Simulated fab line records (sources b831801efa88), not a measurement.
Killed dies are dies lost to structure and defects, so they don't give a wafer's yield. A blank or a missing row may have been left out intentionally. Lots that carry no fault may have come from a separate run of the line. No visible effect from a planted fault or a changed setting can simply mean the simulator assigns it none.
fab line records | flow sky130
record lots=6 wafers=18 lastDay=50
route steps=708 shown NWELL@65 PAD_OPEN@708
lots that met no fault: from a run of the same line without faults
startH: hours from the record's opening day to when the first of the lot's shown wafers began | waitH: hours elapsed since this lot's preceding step | " same as the row above | L1.1+2: a row that stands for several wafers | - no value, or no start given | * or withheld: withheld | < > ~ a bound
route shown NAME@n: a module of which the file shows steps, and the number in the route of the first | usual: mean/standard deviation taken from wafers without a fault | same: alike in all rows | chamber/n: place in a boat | sites: per-site readings | _std_site: standard deviation of those values | _edge_site: mean of outer sites minus mean of inner sites | radiusMm: for every site, how far away it sits from the centre of the wafer | mask NAME#n: copy n | behind: the most recent tool/chamber to have shaped the wafer | hold: what put the lot on hold/how long, in hours/how the hold closed | device: transistor that didn't switch, given as n, p or np | end of line: tests of these same wafers at the route's end | a step given without rows: its recipe and nothing more | killed: count of dies lost to structure and defects at first sort (not the wafer's yield) | map: a wafer's dies, x killed, . not, _ none there
set.NAME: the setting as run; set.NAME@STEP: as run at that earlier step | model.NAME: the simulator's own value behind a step, which no gauge read
lots at selected steps of the route; one table per step, one row per wafer
services: the hour from which a tool's chamber was out of use, counted from the record's first day as startH (under 0 if before that day), plus the number of hours and why
## steps
# step SKY_NWELL_IMPLANT_12
# recipe species=P energyKev=120 doseCm2=1.3e+12 tiltDeg=withheld
# step SKY_NWELL_IMPLANT_13
# recipe species=P energyKev=50 doseCm2=7e+11 tiltDeg=withheld
# step SKY_NWELL_STRIP_14
# recipe chemistry=O2/N2 powerW=1400 pressureMtorr=1500 platenTempC=withheld o2FlowSccm=3000 n2FlowSccm=300 overashFraction=0.5
# usual drypumpMotorCurrentA=5.92/0.28 oesProductAu=0.722/0.005 stripTimeToEndpointS=36.97/0.12
# same overashFraction=0.5
# columns lot.wafer tool chamber startH waitH drypumpMotorCurrentA oesProductAu rfHoursCounterH stripTimeToEndpointS
L397.2 plasmaAsher-03 0 95.83 0.1 5.71 0.722 41 36.96
L397.3 " 1 " " 6.17 0.722 - 37.01
L397.5 " 0 " " 5.70 0.720 - 37.00
L407.2 plasmaAsher-03 1 150.98 0.1 6.18 0.725 2 36.92
L407.4 " 1 " " 6.16 0.729 - 36.83
L407.6 " 0 " " 5.70 0.712 - 36.89
L409.1 plasmaAsher-04 1 161.98 0.1 6.11 0.718 48 37.00
L409.2 " 0 " " 6.24 0.727 48 37.03
L409.3 " 0 " " 6.29 0.729 - 37.06
L417.2 plasmaAsher-01 0 217.69 0.1 5.82 0.727 53 36.83
L417.3 " 0 " " 5.84 0.730 - 36.83
L417.5 " 1 " " 5.49 0.717 - 36.85
L418.2 plasmaAsher-01 0 227.57 0.1 5.79 0.722 54 37.13
L418.3 " 1 " " 5.46 0.721 - 37.17
L418.4 " 0 " " 5.82 0.724 - 37.08
L419.1 plasmaAsher-04 1 232.63 0.1 6.11 0.718 52 37.06
L419.2 " 0 " " 6.22 0.722 52 36.99
L419.6 " 0 " " 6.27 0.718 - 37.06
# step SKY_NWELL_TW_MEAS_15
# usual NWELL_TW=1819/18
# columns lot.wafer tool chamber startH waitH NWELL_TW
L397.2 filmMetro-01 - 95.94 0.1 1806
L397.3 " - " " 1817
L397.5 " - " " 1804
L407.2 filmMetro-04 - 151.09 0.1 1837
L407.4 " - " " 1841
L407.6 " - " " 1840
L409.1 filmMetro-04 - 162.08 0.1 1834
L409.2 " - " " 1849
L409.3 " - " " 1835
L417.2 filmMetro-03 - 217.80 0.1 1800
L417.3 " - " " 1787
L417.5 " - " " 1787
L418.2 filmMetro-04 - 227.68 0.1 1850
L418.3 " - " " 1837
L418.4 " - " " 1835
L419.1 filmMetro-04 - 232.73 0.1 1839
L419.2 " - " " 1844
L419.6 " - " " 1847
# step SKY_NWELL_DEHYDRATE_16
# recipe tempC=200 timeS=60
# step SKY_NWELL_HMDS_17
# recipe primeTimeS=60 primeTempC=120
# step SKY_NWELL_COAT_18
# recipe spinRpm=2000 resistThkNm=3000
# step SKY_NWELL_SOFTBAKE_19
# recipe tempC=110 timeS=withheld
# step SKY_NWELL_EXPOSE_20
# recipe maskId=NWM_COMPLEMENT na=0.6 sourceShape=conventional sigmaOuter=0.6 polarization=unpolarized targetCdNm=840 doseMj=260
# step SKY_NWELL_PEB_21
# recipe tempC=115 timeS=withheld
# step SKY_NWELL_DEVELOP_22
# recipe wallAngleDeg=90 developer=TMAH developTimeS=60 devTempC=23
# step SKY_NWELL_OVL_MEAS_23
# usual NWELL_01_OVL=0.4/1.9
# columns lot.wafer tool chamber startH waitH NWELL_01_OVL[nm]
L397.2 overlay-01 - 113.69 - 4.1
L397.3 " - " " 2.3
L397.5 " - " " 1.1
L407.2 overlay-01 - 170.39 - 0.2
L407.4 " - " " 0.5
L407.6 " - " " 0.4
L409.1 overlay-01 - 181.89 - -0.1
L409.2 " - " " 1.2
L409.3 " - " " 1.8
L417.2 overlay-02 - 239.90 - -0.5
L417.3 " - " " -2.0
L417.5 " - " " -0.1
L418.2 overlay-01 - 250.44 - 5.2
L418.3 " - " " 2.4
L418.4 " - " " 6.2
L419.1 overlay-02 - 256.05 - 0.4
L419.2 " - " " 0.2
L419.6 " - " " 0.2
# step SKY_NWELL_IMPLANT_24
# recipe species=B energyKev=140 doseCm2=9.2e+12 tiltDeg=withheld
# usual beamEnergyKeV=140.00/0.043
# columns lot.wafer tool chamber startH waitH beamEnergyKeV model.implant.drpNm
L397.2 implanter-02 0 113.74 0.0 140.11 95.47
L397.3 " 0 " " 139.98 95.47
L397.5 " 0 " " 140.03 95.47
L407.2 implanter-01 0 170.44 0.0 140.02 95.47
L407.4 " 0 " " 140.00 95.47
L407.6 " 0 " " 139.98 95.47
L409.1 implanter-04 0 181.93 0.0 139.99 95.47
L409.2 " 0 " " 139.97 95.47
L409.3 " 0 " " 139.94 95.47
L417.2 implanter-04 0 239.95 0.0 160.14 100.6
L417.3 " 0 " " 160.01 100.6
L417.5 " 0 " " 160.07 100.6
L418.2 implanter-04 0 250.49 0.0 160.04 100.6
L418.3 " 0 " " 160.04 100.6
L418.4 " 0 " " 160.00 100.6
L419.1 implanter-01 0 256.09 0.0 139.97 95.47
L419.2 " 0 " " 139.98 95.47
L419.6 " 0 " " 140.01 95.47
# step SKY_NWELL_STRIP_25
# recipe chemistry=O2/N2 powerW=1400 pressureMtorr=1500 platenTempC=withheld o2FlowSccm=3000 n2FlowSccm=300 overashFraction=0.5
# usual drypumpMotorCurrentA=5.87/0.28 oesProductAu=0.722/0.0046 stripTimeToEndpointS=36.99/0.14
# same overashFraction=0.5
# columns lot.wafer tool chamber startH waitH drypumpMotorCurrentA oesProductAu rfHoursCounterH stripTimeToEndpointS
L397.2 plasmaAsher-01 1 113.87 0.1 5.48 0.716 42 37.00
L397.3 " 0 " " 5.80 0.720 - 36.90
L397.5 " 0 " " 5.81 0.732 - 37.04
L407.2 plasmaAsher-04 0 170.57 0.1 6.20 0.721 49 37.03
L407.4 " 1 " " 6.10 0.719 - 36.99
L407.6 " 1 " " 6.11 0.719 - 36.95
L409.1 plasmaAsher-03 1 182.08 0.1 6.17 0.717 5 36.93
L409.2 " 0 " " 5.71 0.722 5 36.85
L409.3 " 0 " " 5.71 0.725 - 37.02
L417.2 plasmaAsher-04 0 240.08 0.1 6.27 0.717 53 37.12
L417.3 " 0 " " 6.26 0.720 - 37.23
L417.5 " 0 " " 6.24 0.729 - 37.11
L418.2 plasmaAsher-04 1 250.62 0.1 6.10 0.725 54 37.19
L418.3 " 0 " " 6.22 0.720 - 37.21
L418.4 " 1 " " 6.09 0.725 - 37.21
L419.1 plasmaAsher-01 1 256.24 0.1 5.50 0.718 57 37.17
L419.2 " 0 " " 5.78 0.720 57 37.27
L419.6 " 1 " " 5.48 0.721 - 37.15
# step SKY_PAD_OPEN_PROBE_99
# usual killed_at_M0_to_M3=43/6.8 killed_at_M4_up=3.3/2.1 killedAtContacts=24/5 killedAtFrontEnd=15/4.4 killedAtOther=0.3/0.57 killedDies=86/9.7 killedOpen=47/7.3 killedShort=39/6.1
# same grossDies=492 killedAtBackSide=0
# columns lot.wafer tool chamber startH waitH killed_at_M0_to_M3 killed_at_M4_up killedAtContacts killedAtFrontEnd killedAtOther killedDies killedOpen killedShort model.etest.resIsoPwell.rsOhmSq model.etest.pfet_16v.rOnOhmUm model.etest.resIsoPwell.lineOhmUm model.etest.resDeepNwell.rsOhmSq model.etest.tip_n_5v.rsOhmSq model.etest.resDeepNwell.lineOhmUm model.etest.resNwell.widthNm model.etest.resIsoPwell.widthNm
L397.2 prober-01 - 1082.95 0.1 40 2 32 21 0 95 49 45 2978 1.516e+04 1123 2232 1395 746.8 826.8 2656
L397.3 prober-01 - 1083.00 0.2 37 4 23 17 2 83 48 32 3130 1.56e+04 1171 2253 1404 743.6 831.1 2659
L397.5 prober-01 - 1083.10 0.2 46 2 27 8 0 83 47 36 3104 1.555e+04 1172 2255 1403 739 824.6 2648
L407.2 prober-01 - 1143.43 0.1 45 7 23 8 0 83 39 42 3185 1.49e+04 1194 2177 1416 727.9 835.7 2642
L407.4 prober-01 - 1143.53 0.2 48 6 22 8 0 84 40 44 3329 1.512e+04 1259 2162 1403 725.6 839.6 2637
L407.6 prober-01 - 1143.63 0.2 46 6 23 14 0 89 46 43 3360 1.516e+04 1281 2166 1406 716.1 843.1 2640
L409.1 prober-01 - 1154.75 0.1 44 2 30 13 0 89 48 41 3032 1.501e+04 1145 2152 1389 722.1 833.3 2630
L409.2 prober-01 - 1154.80 0.1 29 4 12 16 1 62 33 29 3189 1.551e+04 1199 2135 1383 721.1 842.8 2636
L409.3 prober-01 - 1154.85 0.2 44 6 29 14 0 93 47 45 3164 1.537e+04 1188 2142 1386 717.8 840.5 2629
L417.2 prober-01 - 1195.20 0.1 53 4 26 20 0 103 59 44 2395 1.609e+04 897.2 2323 1331 768.8 815 2668
L417.3 prober-01 - 1195.25 0.2 49 4 16 17 0 86 41 44 2235 1.565e+04 834 2333 1327 785.4 818.3 2667
L417.5 prober-01 - 1195.35 0.2 51 3 19 25 0 98 54 42 2207 1.564e+04 821.6 2352 1334 783.9 819.1 2660
L418.2 prober-02 - 1204.08 0.1 47 3 26 17 0 93 46 47 2435 1.573e+04 904.5 2164 1333 735.4 812.9 2666
L418.3 prober-02 - 1204.13 0.2 43 0 27 11 0 81 36 45 2412 1.56e+04 890.6 2188 1334 728 810 2681
L418.4 prober-02 - 1204.18 0.2 40 1 31 19 0 91 50 41 2398 1.556e+04 892.5 2165 1336 724.3 809.6 2660
L419.1 prober-01 - 1206.46 0.1 42 2 19 22 0 85 41 43 2801 1.514e+04 1052 2226 1391 746 827.1 2646
L419.2 prober-01 - 1206.51 0.1 43 1 31 17 0 92 47 43 2837 1.519e+04 1076 2204 1378 729.9 835.3 2656
L419.6 prober-01 - 1206.71 0.2 38 0 26 21 1 86 47 38 2814 1.528e+04 1062 2227 1392 748.7 836.1 2628
# killed by level:class
L397.2 CONTACT:geometricParticle:open=11 LI_CONTACT:geometricParticle:open=11 VIA1:geometricParticle:short=8 FIELD_ISO:geometricParticle:open=6 VIA3:geometricParticle:open=6 VIA1:geometricParticle:open=6 METAL2:geometricParticle:short=6 FIELD_ISO:geometricParticle:short=5
L397.3 VIA1:geometricParticle:open=10 LI_CONTACT:geometricParticle:open=9 CONTACT:geometricParticle:open=9 VIA1:geometricParticle:short=7 FIELD_ISO:geometricParticle:open=5 VIA2:geometricParticle:open=5 METAL1:geometricParticle:short=4 FIELD_ISO:geometricParticle:short=3
L397.5 VIA1:geometricParticle:open=13 CONTACT:geometricParticle:open=11 VIA3:geometricParticle:open=6 VIA1:geometricParticle:short=5 VIA2:geometricParticle:open=5 POLY_GATE:geometricParticle:open=4 LI_CONTACT:geometricParticle:short=4 LI_CONTACT:geometricParticle:open=4
L407.2 LI_CONTACT:geometricParticle:open=9 CONTACT:geometricParticle:short=9 VIA1:geometricParticle:open=8 METAL2:geometricParticle:short=7 VIA1:geometricParticle:short=6 VIA3:geometricParticle:open=6 VIA2:geometricParticle:open=5 METAL1:geometricParticle:short=4
L407.4 CONTACT:geometricParticle:open=9 VIA1:geometricParticle:open=8 VIA2:geometricParticle:open=8 VIA1:geometricParticle:short=7 METAL2:geometricParticle:short=6 LI_CONTACT:geometricParticle:open=5 METAL4:geometricParticle:short=5 CONTACT:geometricParticle:short=4
L407.6 VIA1:geometricParticle:open=9 LI_CONTACT:geometricParticle:open=7 CONTACT:geometricParticle:open=7 FIELD_ISO:geometricParticle:open=6 METAL4:geometricParticle:short=6 VIA1:geometricParticle:short=5 METAL2:geometricParticle:short=5 METAL3:geometricParticle:short=5
L409.1 CONTACT:geometricParticle:open=9 VIA2:geometricParticle:open=8 VIA3:geometricParticle:open=7 VIA1:geometricParticle:open=6 LI_CONTACT:geometricParticle:open=6 LOCAL_INTERCONNECT:geometricParticle:short=6 CONTACT:geometricParticle:short=6 METAL1:geometricParticle:short=5
L409.2 VIA1:geometricParticle:open=8 CONTACT:geometricParticle:open=6 FIELD_ISO:geometricParticle:short=5 VIA2:geometricParticle:open=4 METAL2:geometricParticle:short=4 SPACER:geometricParticle:short=3 LI_CONTACT:geometricParticle:open=3 METAL4:geometricParticle:open=3
L409.3 VIA2:geometricParticle:open=12 CONTACT:geometricParticle:open=9 POLY_GATE:geometricParticle:short=8 CONTACT:geometricParticle:short=7 VIA1:geometricParticle:open=6 LI_CONTACT:geometricParticle:open=5 VIA1:geometricParticle:short=5 METAL2:geometricParticle:short=5
L417.2 VIA1:geometricParticle:open=12 VIA2:geometricParticle:open=12 LI_CONTACT:geometricParticle:open=9 CONTACT:geometricParticle:open=9 VIA1:geometricParticle:short=8 VIA3:geometricParticle:open=6 FIELD_ISO:geometricParticle:open=5 FIELD_ISO:geometricParticle:short=5
L417.3 CONTACT:geometricParticle:open=10 VIA1:geometricParticle:open=8 VIA3:geometricParticle:open=8 POLY_GATE:geometricParticle:short=6 METAL1:geometricParticle:short=6 VIA1:geometricParticle:short=6 VIA2:geometricParticle:open=5 METAL2:geometricParticle:short=4
L417.5 VIA1:geometricParticle:short=11 VIA1:geometricParticle:open=11 CONTACT:geometricParticle:open=10 POLY_GATE:geometricParticle:open=8 VIA3:geometricParticle:open=6 FIELD_ISO:geometricParticle:open=5 POLY_GATE:geometricParticle:short=5 VIA3:geometricParticle:short=4
L418.2 CONTACT:geometricParticle:open=8 LI_CONTACT:geometricParticle:open=7 CONTACT:geometricParticle:short=7 VIA1:geometricParticle:open=7 VIA2:geometricParticle:open=7 VIA3:geometricParticle:open=7 POLY_GATE:geometricParticle:short=5 VIA3:geometricParticle:short=5
L418.3 VIA1:geometricParticle:short=9 CONTACT:geometricParticle:short=7 CONTACT:geometricParticle:open=7 LOCAL_INTERCONNECT:geometricParticle:short=6 VIA1:geometricParticle:open=6 VIA2:geometricParticle:open=6 FIELD_ISO:geometricParticle:open=5 LI_CONTACT:geometricParticle:open=5
L418.4 LI_CONTACT:geometricParticle:open=14 VIA2:geometricParticle:short=9 VIA1:geometricParticle:open=8 FIELD_ISO:geometricParticle:open=7 CONTACT:geometricParticle:open=6 CONTACT:geometricParticle:short=5 VIA3:geometricParticle:open=5 METAL2:geometricParticle:short=4
L419.1 VIA3:geometricParticle:open=9 CONTACT:geometricParticle:open=9 METAL1:geometricParticle:short=9 FIELD_ISO:geometricParticle:short=8 VIA1:geometricParticle:open=6 VIA2:geometricParticle:open=6 POLY_GATE:geometricParticle:short=5 POLY_GATE:geometricParticle:open=5
L419.2 CONTACT:geometricParticle:open=13 CONTACT:geometricParticle:short=9 VIA1:geometricParticle:open=8 FIELD_ISO:geometricParticle:short=7 VIA3:geometricParticle:short=6 LI_CONTACT:geometricParticle:open=6 VIA2:geometricParticle:open=6 METAL1:geometricParticle:short=5
L419.6 LI_CONTACT:geometricParticle:open=9 VIA1:geometricParticle:open=9 CONTACT:geometricParticle:open=7 VIA2:geometricParticle:short=6 VIA3:geometricParticle:open=5 METAL1:geometricParticle:short=5 POLY_GATE:geometricParticle:open=4 LOCAL_INTERCONNECT:geometricParticle:short=4
## services
# columns tool chamber startH hours kind
implanter-04 - 82.94 48.8 pm
plasmaAsher-03 - 108.75 9.0 pm
plasmaAsher-03 0 108.75 9.0 ventCycle
plasmaAsher-03 1 108.75 9.0 ventCycle
plasmaAsher-03 0 117.75 - clean
plasmaAsher-03 1 117.75 - clean
plasmaAsher-03 - 125.19 7.4 pm
implanter-04 - 149.99 5.5 repair
implanter-04 - 161.93 5.4 pm
plasmaAsher-04 - 197.05 28.1 pm
implanter-02 - 215.14 4.4 repair
plasmaAsher-03 - 229.38 14.1 repair
implanter-01 - 235.98 5.3 repair
## key
firstSign step=SKY_NWELL_IMPLANT_24 reading=beamEnergyKeV direction=up sigmas=99+ usual=* struck=*
effect none on later readings
modelEffect step=SKY_NWELL_IMPLANT_24 value=implant.drpNm without=95.47 struck=100.6
modelEffect step=SKY_PAD_OPEN_PROBE_99 value=etest.resIsoPwell.rsOhmSq without=3061 struck=2347
metAt SKY_NWELL_IMPLANT_24
struckWafers L417.2,L417.3,L417.5,L418.2,L418.3,L418.4
testerLeftOut L417,L418
onsetBetween 181.93 239.95
fault kind=processParameterDrift tool=implanter-04 chamber=- onsetH=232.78 steps=SKY_NWELL_IMPLANT_24 channel=energyKev offset=* shape=step endH=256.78 actsIn=* stated=*
# testerLeftOut: of these lots the tester's yield and bins aren't shown, on N5 and GAA mostly nor the transistor test; their killed dies are dies lost to structure and defects alone, not to doping, threshold or leakage, so they don't give the yield
